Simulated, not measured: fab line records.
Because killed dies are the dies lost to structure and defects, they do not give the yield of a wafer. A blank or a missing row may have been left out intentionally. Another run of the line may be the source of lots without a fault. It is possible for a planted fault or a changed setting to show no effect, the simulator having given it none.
Which tool is to blame? -- flow gf180mcu -- 12 lots, 36 wafers sampled, at 2 steps of a route of 602

== WHAT THE GAUGES SHOWED, per wafer ==
GF_V3_OVL_MEAS_15.
lot,measured,on,V3_OVL (nm)
L885,day 22 09:20,overlay-01,-1 -5 -1
L886,day 22 17:38,overlay-01,-4 -4 -3
L887,day 23 05:13,overlay-01,-1 -7 0
L888,day 23 15:01,overlay-01,-2 -4 -10
L889,day 23 23:17,overlay-02,-7 -6 1
L897,day 26 17:56,overlay-01,-6 -9 -7
L899,day 27 08:29,overlay-02,-6 -8 -7
L901,day 27 19:22,overlay-01,13 2 7
L902,day 28 04:37,overlay-02,3 3 -5
L905,day 29 00:31,overlay-01,-2 -1 5
L906,day 29 06:22,overlay-01,-4 -5 -7
L907,day 29 12:41,overlay-01,-4 -5 -4

== WHAT TOOL EACH LOT RAN ON (gives the tool, then ch and the chambers of the sampled wafers, and finally the start) ==
lot,GF_M3_SPUTTER_03
L885,"pvd-sputter-04, day 20 08:14"
L886,"pvd-sputter-04, day 20 15:47"
L887,"pvd-sputter-04, day 21 05:03"
L888,"pvd-sputter-04, day 21 14:07"
L889,"pvd-sputter-02, day 21 22:39"
L897,"pvd-sputter-02, day 24 21:46"
L899,"pvd-sputter-04, day 25 13:26"
L901,"pvd-sputter-01, day 26 01:35"
L902,"pvd-sputter-02, day 26 10:47"
L905,"pvd-sputter-04, day 27 07:54"
L906,"pvd-sputter-01, day 27 13:50"
L907,"pvd-sputter-02, day 27 20:42"
- GF_M3_SPUTTER_03: material Ti, target thk 10 nm, time 6.876 s.

== WHAT THE TOOLS THEMSELVES READ (means of the sampled wafers that have a number; where no wafer has one, the mark that the record gives instead) ==
GF_M3_SPUTTER_03.
lot,tool,throttle-valve-pct (%)
L885,pvd-sputter-04,30.2
L886,pvd-sputter-04,30.6
L887,pvd-sputter-04,30.2
L888,pvd-sputter-04,30.7
L889,pvd-sputter-02,29.5
L897,pvd-sputter-02,28.8
L899,pvd-sputter-04,29.7
L901,pvd-sputter-01,29.9
L902,pvd-sputter-02,29.6
L905,pvd-sputter-04,30.0
L906,pvd-sputter-01,29.9
L907,pvd-sputter-02,29.9

== THE ANSWER, worked out from the rows above alone ==
Rule: the usual values come from the lots themselves. Put in order of their means at a reading, lots are off if they are a third of the lots or fewer, leave a main group of 4 or more, and stand apart from it by a gap of 3 or more times the standard deviation of the main group's means; of several such gaps the widest counts. The tables above print the reading to a certain number of digits; a main group whose means all agree to those digits is not used. A lot without any number at a reading at which 4 lots or more have one is off too. All remaining lots with rows at the step are treated as sound. After the gauges, taken in route order, come the tools' own readings; for these a lot's mean is taken, as printed above. The first step at which some lot is off is used, and at that step the reading that is off furthest; a lot without a number counts as furthest.
Across all readings shown, no lot is off: no conclusion can be drawn from this.

== WHAT THE SIMULATOR PUT IN ==
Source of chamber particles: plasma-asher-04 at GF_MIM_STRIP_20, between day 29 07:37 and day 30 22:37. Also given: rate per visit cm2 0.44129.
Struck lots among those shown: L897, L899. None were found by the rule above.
